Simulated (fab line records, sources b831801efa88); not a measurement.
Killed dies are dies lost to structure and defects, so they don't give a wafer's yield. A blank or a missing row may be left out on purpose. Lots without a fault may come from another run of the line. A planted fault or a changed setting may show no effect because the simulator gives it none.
Which tool did it? | flow gf180mcu | 12 lots, 36 wafers sampled, at 5 steps of a route of 602

WHAT THE GAUGES READ, wafer by wafer
GF_HV_LDD_CD_MEAS_19: target cd 400 nm. Usual: cd_nm 399.6 nm, standard deviation 2.5.
lot  | measured     | on        | cd_nm (nm)        | flag
L173 | day 10 19:42 | cd_sem-01 | 399.9 399.9 398.8 |
L175 | day 11 10:57 | cd_sem-02 | 400.0 399.3 399.9 |
L176 | day 11 16:20 | cd_sem-01 | 402.3 402.2 402.8 |
L178 | day 12 11:44 | cd_sem-01 | 398.1 398.2 396.5 |
L179 | day 12 18:58 | cd_sem-02 | 401.2 402.4 402.2 |
L180 | day 13 00:01 | cd_sem-01 | 397.2 396.2 398.1 |
L181 | day 13 10:25 | cd_sem-02 | 402.5 401.9 403.4 |
L182 | day 13 13:10 | cd_sem-02 | 400.3 400.0 400.3 |
L183 | day 14 00:32 | cd_sem-02 | 401.2 403.1 403.3 |
L190 | day 16 05:55 | cd_sem-02 | 399.8 399.7 399.8 |
L191 | day 16 16:24 | cd_sem-01 | 396.4 398.0 398.2 |
L195 | day 17 22:05 | cd_sem-02 | 396.3 395.8 396.9 |

GF_SALICIDE_RS_MEAS_04: measures by four-point-probe. Usual: SALICIDE_TIN_RS 16.27 ohm/sq, standard deviation 0.3.
lot  | measured     | on            | SALICIDE_TIN_RS (ohm/sq) | flag
L173 | day 15 03:01 | film_metro-04 | 16.48 16.25 16.73        |
L175 | day 15 20:17 | film_metro-04 | 16.26 16.48 16.61        |
L176 | day 16 07:11 | film_metro-03 | 16.47 16.37 15.93        |
L178 | day 17 00:16 | film_metro-01 | 16.18 15.91 16.00        |
L179 | day 17 10:06 | film_metro-04 | 15.81 15.72 15.98        |
L180 | day 17 15:56 | film_metro-01 | 16.13 15.91 15.80        |
L181 | day 18 03:39 | film_metro-03 | 16.46 16.32 16.09        |
L182 | day 18 06:26 | film_metro-04 | 16.83 16.57 16.77        |
L183 | day 18 19:23 | film_metro-01 | 16.17 16.61 16.52        |
L190 | day 21 09:03 | film_metro-04 | 17.28 17.32 17.48        | OFF
L191 | day 21 20:13 | film_metro-04 | 17.00 16.61 16.51        |
L195 | day 23 03:34 | film_metro-04 | 17.11 17.21 17.39        | OFF

GF_SALICIDE_THK_MEAS_05: measures by xrf. Usual: SALICIDE_TIN_THK 20.13 nm, standard deviation 0.24.
lot  | measured     | on            | SALICIDE_TIN_THK (nm) | flag
L173 | day 15 03:08 | film_metro-04 | 20.18 20.02 19.68     |
L175 | day 15 20:24 | film_metro-04 | 19.99 20.24 19.70     |
L176 | day 16 07:17 | film_metro-03 | 20.10 20.41 20.17     |
L178 | day 17 00:23 | film_metro-01 | 20.06 20.22 20.02     |
L179 | day 17 10:13 | film_metro-04 | 20.20 20.17 19.97     |
L180 | day 17 16:03 | film_metro-01 | 20.33 20.44 20.20     |
L181 | day 18 03:46 | film_metro-03 | 20.60 20.53 20.64     |
L182 | day 18 06:33 | film_metro-04 | 19.59 19.71 19.78     |
L183 | day 18 19:29 | film_metro-01 | 19.97 20.06 20.04     |
L190 | day 21 09:10 | film_metro-04 | 16.34 16.29 15.99     | OFF
L191 | day 21 20:19 | film_metro-04 | 19.94 19.94 20.00     |
L195 | day 23 03:40 | film_metro-04 | 16.40 16.33 16.35     | OFF

WHICH TOOL RAN EACH LOT (tool, then ch and the chambers of the sampled wafers, then the start)
lot  | GF_SAB_STRIP_13                      | GF_SALICIDE_SPUTTER_03
L173 | plasma_asher-02 ch 0,1, day 15 02:47 | pvd_sputter-03, day 15 02:59
L175 | plasma_asher-02 ch 0,1, day 15 20:02 | pvd_sputter-04, day 15 20:15
L176 | plasma_asher-02 ch 0,1, day 16 06:55 | pvd_sputter-03, day 16 07:06
L178 | plasma_asher-02 ch 0,1, day 16 23:57 | pvd_sputter-01, day 17 00:13
L179 | plasma_asher-04 ch 0, day 17 09:52   | pvd_sputter-01, day 17 10:05
L180 | plasma_asher-02 ch 0,1, day 17 15:41 | pvd_sputter-03, day 17 15:54
L181 | plasma_asher-02 ch 0,1, day 18 03:25 | pvd_sputter-01, day 18 03:38
L182 | plasma_asher-01 ch 0,1, day 18 06:08 | pvd_sputter-01, day 18 06:23
L183 | plasma_asher-02 ch 0,1, day 18 19:06 | pvd_sputter-04, day 18 19:20
L190 | plasma_asher-01 ch 0,1, day 21 08:48 | pvd_sputter-01, day 21 09:01
L191 | plasma_asher-01 ch 0,1, day 21 19:58 | pvd_sputter-03, day 21 20:09
L195 | plasma_asher-01 ch 0,1, day 23 03:18 | pvd_sputter-01, day 23 03:31
- GF_SAB_STRIP_13: strips in O2/N2.
- GF_SALICIDE_SPUTTER_03: material TiN, target thk 20 nm, time 16.7 s.

WHAT THE TOOLS THEMSELVES READ (means of the sampled wafers that have a number; where no wafer has one, the mark that the record gives instead)
GF_SAB_STRIP_13. Usual: drypump_motor_current_A 5.66 A, standard deviation 0.28; heater_power_w 322 W, standard deviation 15; oes_product_au 0.710 a.u., standard deviation 0.0045; strip_time_to_endpoint_s 12.625 s, standard deviation 0.028.
lot  | tool            | drypump_motor_current_A (A) | heater_power_w (W) | oes_product_au (a.u.) | strip_time_to_endpoint_s (s) | flag
L173 | plasma_asher-02 | 5.91                        | 328                | 0.712                 | 12.639                       |
L175 | plasma_asher-02 | 5.94                        | 334                | 0.706                 | 12.660                       |
L176 | plasma_asher-02 | 5.93                        | 328                | 0.708                 | 12.627                       |
L178 | plasma_asher-02 | 5.96                        | 334                | 0.711                 | 12.585                       |
L179 | plasma_asher-04 | 5.39                        | 305                | 0.713                 | 12.649                       |
L180 | plasma_asher-02 | 5.96                        | 332                | 0.709                 | 12.629                       |
L181 | plasma_asher-02 | 5.93                        | 325                | 0.708                 | 12.615                       |
L182 | plasma_asher-01 | 5.57                        | 324                | 0.706                 | 12.605                       |
L183 | plasma_asher-02 | 5.97                        | 333                | 0.712                 | 12.621                       |
L190 | plasma_asher-01 | 5.60                        | 330                | 0.712                 | 12.636                       |
L191 | plasma_asher-01 | 5.56                        | 327                | 0.708                 | 12.631                       |
L195 | plasma_asher-01 | 5.56                        | 322                | 0.710                 | 12.654                       |

GF_SALICIDE_SPUTTER_03. Usual: throttle_valve_pct 29.5 %, standard deviation 1.1.
lot  | tool           | throttle_valve_pct (%) | flag
L173 | pvd_sputter-03 | 29.3                   |
L175 | pvd_sputter-04 | 29.9                   |
L176 | pvd_sputter-03 | 29.1                   |
L178 | pvd_sputter-01 | 30.4                   |
L179 | pvd_sputter-01 | 29.4                   |
L180 | pvd_sputter-03 | 30.0                   |
L181 | pvd_sputter-01 | 30.3                   |
L182 | pvd_sputter-01 | 28.8                   |
L183 | pvd_sputter-04 | 28.8                   |
L190 | pvd_sputter-01 | 29.2                   |
L191 | pvd_sputter-03 | 29.8                   |
L195 | pvd_sputter-01 | 29.5                   |

THE ANSWER, worked out from the rows above alone
Rule: a lot is off if the mean of its wafers that have a number lies more than 3 standard deviations from the usual mean. A lot without any number at a reading at which 4 lots or more have one is off too. The other lots that the step has rows for count as sound. The gauges are gone through in route order, then the tools' own readings, and for those a lot's mean is taken as printed above. The first step at which some lot is off is used, and at that step the reading that is off furthest; a lot without a number counts as furthest.
Off: L190, L195, at GF_SALICIDE_RS_MEAS_04 (SALICIDE_TIN_RS).
A tool fits if, at a process step before that reading, it ran every lot that is off, and no sound lot after the first of them. The gauges at GF_SALICIDE_RS_MEAS_04 are tried like those tools. One fits: pvd_sputter-01 at GF_SALICIDE_SPUTTER_03. Its last sound lot is L182 (day 18 06:23), its first lot that is off L190 (day 21 09:01): a fault that began between those two fits.

WHAT THE SIMULATOR HAD PUT IN
Site profile drift: pvd_sputter-01, from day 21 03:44 on, at GF_SALICIDE_SPUTTER_03. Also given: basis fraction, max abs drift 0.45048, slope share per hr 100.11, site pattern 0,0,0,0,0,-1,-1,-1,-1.
Lots struck among those shown: L190, L195. The rule above found the same.
